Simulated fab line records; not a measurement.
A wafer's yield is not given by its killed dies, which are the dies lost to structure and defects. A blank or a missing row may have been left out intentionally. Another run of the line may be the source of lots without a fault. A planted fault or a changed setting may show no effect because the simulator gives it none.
Which tool is to blame? / flow gf180mcu / 39 wafers from 13 lots sampled at 6 of the route's 602 steps

WHAT THE GAUGES READ, wafer by wafer
GF_VT_IMPLANT_OVL_MEAS_07. Usual: for VT_IMPLANT_OVL the level is 0.2 nm and the standard deviation is 1.2.
lot=L977; measured=day 5 13:34; on=overlay-02; VT_IMPLANT_OVL (nm)=0.9 -0.5 0.3; flag=
lot=L978; measured=day 5 19:10; on=overlay-01; VT_IMPLANT_OVL (nm)=-2.6 -0.2 -1.1; flag=
lot=L979; measured=day 6 00:33; on=overlay-02; VT_IMPLANT_OVL (nm)=1.4 0.1 1.7; flag=
lot=L981; measured=day 6 16:16; on=overlay-02; VT_IMPLANT_OVL (nm)=-0.3 -0.7 -0.2; flag=
lot=L983; measured=day 7 07:28; on=overlay-02; VT_IMPLANT_OVL (nm)=-0.3 1.0 -0.5; flag=
lot=L984; measured=day 7 11:37; on=overlay-02; VT_IMPLANT_OVL (nm)=-0.6 -0.6 0.1; flag=
lot=L986; measured=day 7 20:19; on=overlay-02; VT_IMPLANT_OVL (nm)=2.0 -0.3 1.3; flag=
lot=L987; measured=day 8 06:07; on=overlay-02; VT_IMPLANT_OVL (nm)=-0.7 -0.7 -1.8; flag=
lot=L989; measured=day 8 17:51; on=overlay-01; VT_IMPLANT_OVL (nm)=1.8 0.0 1.2; flag=
lot=L990; measured=day 8 22:13; on=overlay-01; VT_IMPLANT_OVL (nm)=1.7 0.4 1.4; flag=
lot=L991; measured=day 9 09:04; on=overlay-01; VT_IMPLANT_OVL (nm)=- - -; flag=OFF
lot=L994; measured=day 10 04:48; on=overlay-01; VT_IMPLANT_OVL (nm)=-1.6 0.0 -0.9; flag=
lot=L995; measured=day 10 13:00; on=overlay-01; VT_IMPLANT_OVL (nm)=0.9 1.7 0.8; flag=

GF_VT_IMPLANT_TW_MEAS_10. Usual: for VT_IMPLANT_TW the level is 564 and the standard deviation is 4.
lot=L977; measured=day 5 13:51; on=film-metro-04; VT_IMPLANT_TW=561 560 563; flag=
lot=L978; measured=day 5 19:27; on=film-metro-04; VT_IMPLANT_TW=560 559 557; flag=
lot=L979; measured=day 6 00:50; on=film-metro-01; VT_IMPLANT_TW=573 571 567; flag=
lot=L981; measured=day 6 16:32; on=film-metro-02; VT_IMPLANT_TW=569 562 569; flag=
lot=L983; measured=day 7 07:46; on=film-metro-02; VT_IMPLANT_TW=563 565 567; flag=
lot=L984; measured=day 7 11:54; on=film-metro-02; VT_IMPLANT_TW=563 564 567; flag=
lot=L986; measured=day 7 20:37; on=film-metro-04; VT_IMPLANT_TW=558 561 562; flag=
lot=L987; measured=day 8 06:24; on=film-metro-02; VT_IMPLANT_TW=565 567 569; flag=
lot=L989; measured=day 8 18:08; on=film-metro-02; VT_IMPLANT_TW=571 565 569; flag=
lot=L990; measured=day 8 22:31; on=film-metro-02; VT_IMPLANT_TW=567 569 565; flag=
lot=L991; measured=day 9 09:21; on=film-metro-04; VT_IMPLANT_TW=30 30 30 30 30 30; flag=OFF
lot=L994; measured=day 10 05:05; on=film-metro-01; VT_IMPLANT_TW=567 568 566; flag=
lot=L995; measured=day 10 13:17; on=film-metro-01; VT_IMPLANT_TW=565 569 568; flag=

GF_VT_IMPLANT_TW_MEAS_21. Usual: for VT_IMPLANT_2_TW the level is 1218 and the standard deviation is 7.9.
lot=L977; measured=day 6 04:42; on=film-metro-01; VT_IMPLANT_2_TW=1223 1224 1223; flag=
lot=L978; measured=day 6 11:04; on=film-metro-04; VT_IMPLANT_2_TW=1197 1209 1208; flag=
lot=L979; measured=day 6 16:26; on=film-metro-02; VT_IMPLANT_2_TW=1230 1225 1227; flag=
lot=L981; measured=day 7 08:38; on=film-metro-04; VT_IMPLANT_2_TW=1210 1211 1212; flag=
lot=L983; measured=day 8 00:37; on=film-metro-01; VT_IMPLANT_2_TW=1222 1217 1218; flag=
lot=L984; measured=day 8 04:29; on=film-metro-01; VT_IMPLANT_2_TW=1223 1220 1219; flag=
lot=L986; measured=day 8 14:10; on=film-metro-02; VT_IMPLANT_2_TW=1225 1218 1221; flag=
lot=L987; measured=day 9 00:07; on=film-metro-02; VT_IMPLANT_2_TW=1219 1214 1212; flag=
lot=L989; measured=day 9 12:38; on=film-metro-01; VT_IMPLANT_2_TW=1215 1229 1218; flag=
lot=L990; measured=day 9 17:15; on=film-metro-02; VT_IMPLANT_2_TW=1219 1223 1221; flag=
lot=L994; measured=day 11 00:37; on=film-metro-02; VT_IMPLANT_2_TW=1220 1224 1220; flag=
lot=L995; measured=day 11 08:51; on=film-metro-01; VT_IMPLANT_2_TW=1224 1225 1229; flag=

GF_POLY_GATE_CD_MEAS_18. Usual: 280.0 nm for cd-nm, sd 1.9.
lot=L977; measured=day 9 10:15; on=cd-sem-02; cd-nm (nm)=279.7 281.2 278.9; flag=
lot=L978; measured=day 9 14:29; on=cd-sem-02; cd-nm (nm)=280.9 278.8 278.7; flag=
lot=L979; measured=day 9 21:35; on=cd-sem-02; cd-nm (nm)=278.5 280.9 282.4; flag=
lot=L981; measured=day 10 19:55; on=cd-sem-02; cd-nm (nm)=279.0 279.9 277.2; flag=
lot=L983; measured=day 11 15:10; on=cd-sem-01; cd-nm (nm)=281.1 279.0 280.7; flag=
lot=L984; measured=day 11 19:37; on=cd-sem-02; cd-nm (nm)=281.0 281.6 281.8; flag=
lot=L986; measured=day 12 05:20; on=cd-sem-02; cd-nm (nm)=279.0 280.5 282.5; flag=
lot=L987; measured=day 12 16:56; on=cd-sem-01; cd-nm (nm)=279.0 281.2 279.8; flag=
lot=L989; measured=day 13 05:08; on=cd-sem-02; cd-nm (nm)=278.6 278.5 276.9; flag=
lot=L990; measured=day 13 11:15; on=cd-sem-01; cd-nm (nm)=280.5 278.9 279.7; flag=
lot=L994; measured=day 14 18:16; on=cd-sem-01; cd-nm (nm)=278.0 278.3 277.6; flag=
lot=L995; measured=day 15 02:05; on=cd-sem-01; cd-nm (nm)=282.9 282.6 284.4; flag=

GF_HV_LDD_OVL_MEAS_08. Usual: for HV_LDD_OVL the level is 0.7 nm and the standard deviation is 1.5.
lot=L977; measured=day 10 05:23; on=overlay-02; HV_LDD_OVL (nm)=0.0 -1.1 -1.7; flag=
lot=L978; measured=day 10 09:40; on=overlay-02; HV_LDD_OVL (nm)=0.1 -0.7 0.4; flag=
lot=L979; measured=day 10 17:34; on=overlay-02; HV_LDD_OVL (nm)=0.3 -1.7 0.6; flag=
lot=L981; measured=day 11 15:17; on=overlay-01; HV_LDD_OVL (nm)=-2.8 -2.2 -0.7; flag=
lot=L983; measured=day 12 10:13; on=overlay-01; HV_LDD_OVL (nm)=2.6 3.5 2.0; flag=
lot=L984; measured=day 12 15:37; on=overlay-02; HV_LDD_OVL (nm)=1.2 1.7 1.7; flag=
lot=L986; measured=day 13 02:03; on=overlay-02; HV_LDD_OVL (nm)=1.2 1.4 0.7; flag=
lot=L987; measured=day 13 12:53; on=overlay-02; HV_LDD_OVL (nm)=-0.2 0.5 -0.1; flag=
lot=L989; measured=day 14 02:22; on=overlay-02; HV_LDD_OVL (nm)=0.6 1.1 -0.8; flag=
lot=L990; measured=day 14 08:25; on=overlay-02; HV_LDD_OVL (nm)=-0.6 -2.5 -1.5; flag=
lot=L994; measured=day 15 16:33; on=overlay-01; HV_LDD_OVL (nm)=-1.1 -0.4 -0.6; flag=
lot=L995; measured=day 15 23:40; on=overlay-01; HV_LDD_OVL (nm)=1.8 3.5 3.3; flag=

EACH LOT AND THE TOOL THAT RAN IT (in order: tool; ch and the chambers of the sampled wafers; start)
lot=L977; GF_VT_IMPLANT_EXPOSE_04=iline-stepper-01 ch 0, day 5 06:50
lot=L978; GF_VT_IMPLANT_EXPOSE_04=iline-stepper-02 ch 0, day 5 12:33
lot=L979; GF_VT_IMPLANT_EXPOSE_04=iline-stepper-01 ch 0, day 5 17:41
lot=L981; GF_VT_IMPLANT_EXPOSE_04=iline-stepper-01 ch 0, day 6 08:23
lot=L983; GF_VT_IMPLANT_EXPOSE_04=iline-stepper-01 ch 0, day 6 23:46
lot=L984; GF_VT_IMPLANT_EXPOSE_04=iline-stepper-01 ch 0, day 7 03:36
lot=L986; GF_VT_IMPLANT_EXPOSE_04=iline-stepper-02 ch 0, day 7 12:25
lot=L987; GF_VT_IMPLANT_EXPOSE_04=iline-stepper-01 ch 0, day 7 21:35
lot=L989; GF_VT_IMPLANT_EXPOSE_04=iline-stepper-01 ch 0, day 8 09:20
lot=L990; GF_VT_IMPLANT_EXPOSE_04=iline-stepper-01 ch 0, day 8 13:20
lot=L991; GF_VT_IMPLANT_EXPOSE_04=iline-stepper-01 ch 0, day 8 23:24
lot=L994; GF_VT_IMPLANT_EXPOSE_04=iline-stepper-02 ch 0, day 9 19:21
lot=L995; GF_VT_IMPLANT_EXPOSE_04=iline-stepper-01 ch 0, day 10 03:55
- GF_VT_IMPLANT_EXPOSE_04: exposes mask LVPWELL LV AREA, target cd 600 nm.

WHAT THE TOOLS THEMSELVES READ (means of the sampled wafers that have a number; where no wafer has one, the mark that the record gives instead)
GF_VT_IMPLANT_EXPOSE_04. Usual: focus-offset-nm -0.1 nm, standard deviation 0.53; stage-vel-mm-s 500.02 mm/s, standard deviation 0.2.
lot=L977; tool=iline-stepper-01; focus-offset-nm (nm)=0.0; stage-vel-mm-s (mm/s)=500.00; flag=
lot=L978; tool=iline-stepper-02; focus-offset-nm (nm)=-0.1; stage-vel-mm-s (mm/s)=500.14; flag=
lot=L979; tool=iline-stepper-01; focus-offset-nm (nm)=-0.6; stage-vel-mm-s (mm/s)=499.92; flag=
lot=L981; tool=iline-stepper-01; focus-offset-nm (nm)=-0.1; stage-vel-mm-s (mm/s)=500.26; flag=
lot=L983; tool=iline-stepper-01; focus-offset-nm (nm)=0.7; stage-vel-mm-s (mm/s)=500.05; flag=
lot=L984; tool=iline-stepper-01; focus-offset-nm (nm)=-0.4; stage-vel-mm-s (mm/s)=500.09; flag=
lot=L986; tool=iline-stepper-02; focus-offset-nm (nm)=0.5; stage-vel-mm-s (mm/s)=500.06; flag=
lot=L987; tool=iline-stepper-01; focus-offset-nm (nm)=-0.2; stage-vel-mm-s (mm/s)=500.25; flag=
lot=L989; tool=iline-stepper-01; focus-offset-nm (nm)=-0.2; stage-vel-mm-s (mm/s)=499.93; flag=
lot=L990; tool=iline-stepper-01; focus-offset-nm (nm)=0.2; stage-vel-mm-s (mm/s)=499.83; flag=
lot=L991; tool=iline-stepper-01; focus-offset-nm (nm)=-1.0; stage-vel-mm-s (mm/s)=499.74; flag=
lot=L994; tool=iline-stepper-02; focus-offset-nm (nm)=-0.7; stage-vel-mm-s (mm/s)=499.74; flag=
lot=L995; tool=iline-stepper-01; focus-offset-nm (nm)=0.1; stage-vel-mm-s (mm/s)=500.26; flag=

THE ANSWER, worked out from the rows above alone
Rule: take the mean of a lot's wafers that have a number; if it is more than 3 standard deviations from the usual mean, the lot is off. Also off: a lot with no number at a reading for which 4 or more lots have one. The other lots that the step has rows for count as sound. After the gauges, taken in route order, come the tools' own readings; for these a lot's mean is taken, as printed above. The first step at which some lot is off is used, and at that step the reading that is off furthest; a lot without a number counts as furthest.
Off: L991, at GF_VT_IMPLANT_OVL_MEAS_07 (VT_IMPLANT_OVL). Without a number there: L991.
A tool fits if, at a process step before that reading, it ran every lot that is off, and no sound lot after the first of them. The gauges at GF_VT_IMPLANT_OVL_MEAS_07 aren't tried: what is off there is off at GF_VT_IMPLANT_TW_MEAS_10 too, on other tools, and a gauge's error can't cause that. Not one of the candidates tried fits.

WHAT THE SIMULATOR PUT IN
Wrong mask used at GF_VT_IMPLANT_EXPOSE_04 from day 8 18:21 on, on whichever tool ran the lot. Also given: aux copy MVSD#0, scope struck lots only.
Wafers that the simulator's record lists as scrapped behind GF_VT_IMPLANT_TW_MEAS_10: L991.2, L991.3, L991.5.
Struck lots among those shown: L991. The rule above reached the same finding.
